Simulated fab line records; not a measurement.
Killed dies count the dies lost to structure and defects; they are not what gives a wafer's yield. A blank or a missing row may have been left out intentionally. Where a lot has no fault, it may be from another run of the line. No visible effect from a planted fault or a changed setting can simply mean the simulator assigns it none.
Which tool was responsible? | flow gf180mcu | 13 lots with 39 wafers sampled at 4 steps, on a route of 602 steps

WHAT THE GAUGES SHOWED, per wafer
GF_CONTACT_THK_MEAS_26: measures by xrf. Usual: CONTACT_W_THK typically reads 335 nm, with standard deviation 4.1.
lot  | measured     | on           | CONTACT_W_THK (nm) | flag
L791 | day 16 02:42 | filmMetro-03 | 333 335 333        | 
L792 | day 16 11:55 | filmMetro-02 | 340 341 344        | 
L793 | day 16 22:31 | filmMetro-02 | 342 339 338        | 
L796 | day 18 04:58 | filmMetro-04 | 340 337 341        | 
L798 | day 18 20:52 | filmMetro-03 | 334 331 338        | 
L805 | day 22 00:19 | filmMetro-03 | 332 329 331        | 
L804 | day 22 07:26 | filmMetro-02 | 334 336 336        | 
L807 | day 22 12:53 | filmMetro-02 | 335 335 332        | 
L806 | day 22 14:31 | filmMetro-02 | 336 341 338        | 
L808 | day 22 18:51 | filmMetro-03 | 327 331 331        | 
L810 | day 23 02:22 | filmMetro-04 | 337 333 333        | 
L811 | day 23 17:17 | filmMetro-04 | 334 329 336        | 
L813 | day 24 05:19 | filmMetro-03 | 336 334 335        | 

GF_M1_CD_MEAS_14: the cd target is 230 nm. Usual: cdNm 229.6 nm, standard deviation 1.2.
lot  | measured     | on       | cdNm (nm)         | flag
L791 | day 17 02:05 | cdSem-02 | 228.0 227.7 226.9 | 
L792 | day 17 11:14 | cdSem-01 | 232.9 232.1 232.4 | 
L793 | day 17 22:17 | cdSem-01 | 229.8 230.4 229.4 | 
L796 | day 19 04:10 | cdSem-01 | 229.8 229.9 229.5 | 
L798 | day 19 21:59 | cdSem-01 | 230.2 229.7 230.3 | 
L805 | day 23 00:25 | cdSem-02 | 230.6 229.3 231.0 | 
L804 | day 23 06:58 | cdSem-01 | 231.4 229.7 229.2 | 
L807 | day 23 12:02 | cdSem-01 | 230.1 229.1 229.4 | 
L806 | day 23 13:49 | cdSem-01 | 230.4 230.3 229.6 | 
L808 | day 23 18:07 | cdSem-02 | 231.5 230.0 230.7 | 
L810 | day 24 01:46 | cdSem-02 | 229.7 230.8 230.7 | 
L811 | day 24 16:07 | cdSem-02 | 229.7 228.7 229.4 | 
L813 | day 25 04:04 | cdSem-01 | 229.4 230.4 230.1 | 

EACH LOT AND THE TOOL THAT RAN IT (in order: tool; ch and the chambers of the sampled wafers; start)
lot  | GF_CONTACT_ETCH_16                | GF_M1_SPUTTER_03
L791 | rieDiel-03 ch 0,3, day 16 01:55   | pvdSputter-02, day 16 03:13
L792 | rieDiel-03 ch 0,1, day 16 11:07   | pvdSputter-01, day 16 12:25
L793 | rieDiel-03 ch 0,1,2, day 16 21:43 | pvdSputter-02, day 16 23:10
L796 | rieDiel-03 ch 1,2,3, day 18 04:10 | pvdSputter-02, day 18 05:29
L798 | rieDiel-01 ch 0,2,3, day 18 20:04 | pvdSputter-02, day 18 21:22
L805 | rieDiel-03 ch 1,2, day 21 23:32   | pvdSputter-02, day 22 00:50
L804 | rieDiel-03 ch 0,1,2, day 22 06:37 | pvdSputter-04, day 22 07:59
L807 | rieDiel-03 ch 1,2, day 22 12:05   | pvdSputter-01, day 22 13:24
L806 | rieDiel-01 ch 0,1,3, day 22 13:43 | pvdSputter-02, day 22 15:02
L808 | rieDiel-03 ch 0,1,2, day 22 18:04 | pvdSputter-02, day 22 19:22
L810 | rieDiel-01 ch 0,1,2, day 23 01:34 | pvdSputter-01, day 23 02:53
L811 | rieDiel-03 ch 0,2,3, day 23 16:29 | pvdSputter-01, day 23 17:48
L813 | rieDiel-01 ch 0,2, day 24 04:31   | pvdSputter-02, day 24 05:49
- GF_CONTACT_ETCH_16: etches BARC in N2/H2.
- GF_M1_SPUTTER_03: material Ti, target thk 10 nm, time 6.7 s.

WHAT THE TOOLS THEMSELVES READ (means of the sampled wafers that have a number; where no wafer has one, the mark that the record gives instead)
GF_CONTACT_ETCH_16. Usual: drypumpMotorCurrentA 5.7 A, standard deviation 0.48; oesProductAu 0.853 a.u., standard deviation 0.0054; throttleValvePct 13.224 %, standard deviation 0.0093.
lot  | tool       | drypumpMotorCurrentA (A) | oesProductAu (a.u.) | throttleValvePct (%) | flag
L791 | rieDiel-03 | 5.3                      | 0.857               | 13.228               | 
L792 | rieDiel-03 | 6.0                      | 0.854               | 13.220               | 
L793 | rieDiel-03 | 5.9                      | 0.854               | 13.234               | 
L796 | rieDiel-03 | 5.3                      | 0.858               | 13.227               | 
L798 | rieDiel-01 | 5.6                      | 0.854               | 13.237               | 
L805 | rieDiel-03 | 5.7                      | 0.861               | 13.228               | 
L804 | rieDiel-03 | 5.9                      | 0.848               | 13.232               | 
L807 | rieDiel-03 | 5.7                      | 0.849               | 13.235               | 
L806 | rieDiel-01 | 5.7                      | 0.857               | 13.223               | 
L808 | rieDiel-03 | 5.9                      | 0.853               | 13.216               | 
L810 | rieDiel-01 | 5.8                      | 0.850               | 13.218               | 
L811 | rieDiel-03 | 5.5                      | 0.853               | 13.227               | 
L813 | rieDiel-01 | 5.8                      | 0.852               | 13.221               | 

GF_M1_SPUTTER_03. Usual: cathodeDcPowerW 3000.1 W, standard deviation 0.52; chamberPressurePa 0.2999 Pa, standard deviation 0.00055; throttleValvePct 29.9 %, standard deviation 0.88.
lot  | tool          | cathodeDcPowerW (W) | chamberPressurePa (Pa) | throttleValvePct (%) | flag
L791 | pvdSputter-02 | 2999.9              | 0.2999                 | 29.1                 | 
L792 | pvdSputter-01 | 3000.3              | 0.2998                 | 29.9                 | 
L793 | pvdSputter-02 | 2999.7              | 0.3004                 | 29.4                 | 
L796 | pvdSputter-02 | -                   | -                      | -                    | OFF
L798 | pvdSputter-02 | -                   | -                      | -                    | OFF
L805 | pvdSputter-02 | 2999.7              | 0.2996                 | 30.7                 | 
L804 | pvdSputter-04 | 3000.5              | 0.2999                 | 29.6                 | 
L807 | pvdSputter-01 | 3000.5              | 0.3001                 | 30.1                 | 
L806 | pvdSputter-02 | 3000.0              | 0.2998                 | 29.1                 | 
L808 | pvdSputter-02 | 3000.0              | 0.3002                 | 29.7                 | 
L810 | pvdSputter-01 | 3000.7              | 0.2999                 | 30.3                 | 
L811 | pvdSputter-01 | 3000.0              | 0.3001                 | 29.5                 | 
L813 | pvdSputter-02 | 2999.8              | 0.3002                 | 29.8                 | 

THE ANSWER, worked out from the rows above alone
Rule: lot off if the mean of its wafers having a number is beyond 3 standard deviations from the usual mean. Also off: a lot with no number at a reading for which 4 or more lots have one. Where the step has rows for the other lots, those lots are counted as sound. After the gauges, taken in route order, come the tools' own readings; for these a lot's mean is taken, as printed above. At the first step where some lot is off, the reading lying furthest off is the one used; lots without a number count as furthest.
Off: L796, L798, at GF_M1_SPUTTER_03 (cathodeDcPowerW). Without a number there: L796, L798.
If a tool, at that step or one of the process steps before it, ran each lot that is off and ran no sound lot following the first of them, it fits. None of those tried fits.

WHAT THE SIMULATOR PUT IN
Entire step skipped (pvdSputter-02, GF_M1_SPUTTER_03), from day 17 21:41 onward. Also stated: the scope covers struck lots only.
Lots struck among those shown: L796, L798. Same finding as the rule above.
